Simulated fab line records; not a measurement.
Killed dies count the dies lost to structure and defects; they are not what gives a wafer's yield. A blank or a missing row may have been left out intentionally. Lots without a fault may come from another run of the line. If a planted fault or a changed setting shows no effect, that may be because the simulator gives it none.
2 desks, one fault + flow sfq_line + numbers are kept per desk, each desk with only its own; the story behind them comes last

## THE TOOL OWNER'S DESK: rie_metal-01
The tool's own readings at SFQ_TRILAYER_M5_ETCH_METAL_ETCH_126 (etches Nb in Cl2/BCl3, stops on SiO2, time 203.2 s, target depth 265 nm): means of the sampled wafers that have a number, for each lot that ran on this tool. Any lot whose mean is over 4 standard deviations away from the usual mean is out of limits and marked OUT; that distance is given in the brackets.
Columns: A = drypump_motor_current_A at SFQ_TRILAYER_M5_ETCH_METAL_ETCH_126, usual 5.89 A; B = oes_product_au at SFQ_TRILAYER_M5_ETCH_METAL_ETCH_126, usual 0.728 a.u.
| lot  | first seen here | A    | B     |
|------|-----------------|------|-------|
| L447 | day 50 14:11    | 5.79 | 0.726 |
| L449 | day 51 16:08    | 5.83 | 0.705 |
| L450 | day 52 10:08    | 5.83 | 0.711 |
Finding of this desk: none of the 3 lots has anything out of limits.

## FROM THE METROLOGY DESK
Means of the sampled wafers that have a number, per lot and without regard to the tool the lot ran on: this is what the gauges read. Any lot whose mean is over 4 standard deviations away from the usual mean is out of limits and marked OUT; that distance is given in the brackets.
Columns: A = M5_OVL at SFQ_M5_OVL_MEAS_932, usual -1 nm
| lot  | first seen here | A  |
|------|-----------------|----|
| L444 | day 46 04:47    | -5 |
| L447 | day 50 14:05    | 5  |
| L449 | day 51 16:02    | 8  |
| L450 | day 52 10:02    | -3 |
| L456 | day 57 02:59    | -3 |
| L457 | day 57 23:23    | -1 |
Finding of this desk: none of the 6 lots has anything out of limits.

## TAKEN TOGETHER
Nothing out of limits was seen by the tool owner's desk.
Nothing out of limits was seen by the metrology desk.

## WHAT THE SIMULATOR PUT IN
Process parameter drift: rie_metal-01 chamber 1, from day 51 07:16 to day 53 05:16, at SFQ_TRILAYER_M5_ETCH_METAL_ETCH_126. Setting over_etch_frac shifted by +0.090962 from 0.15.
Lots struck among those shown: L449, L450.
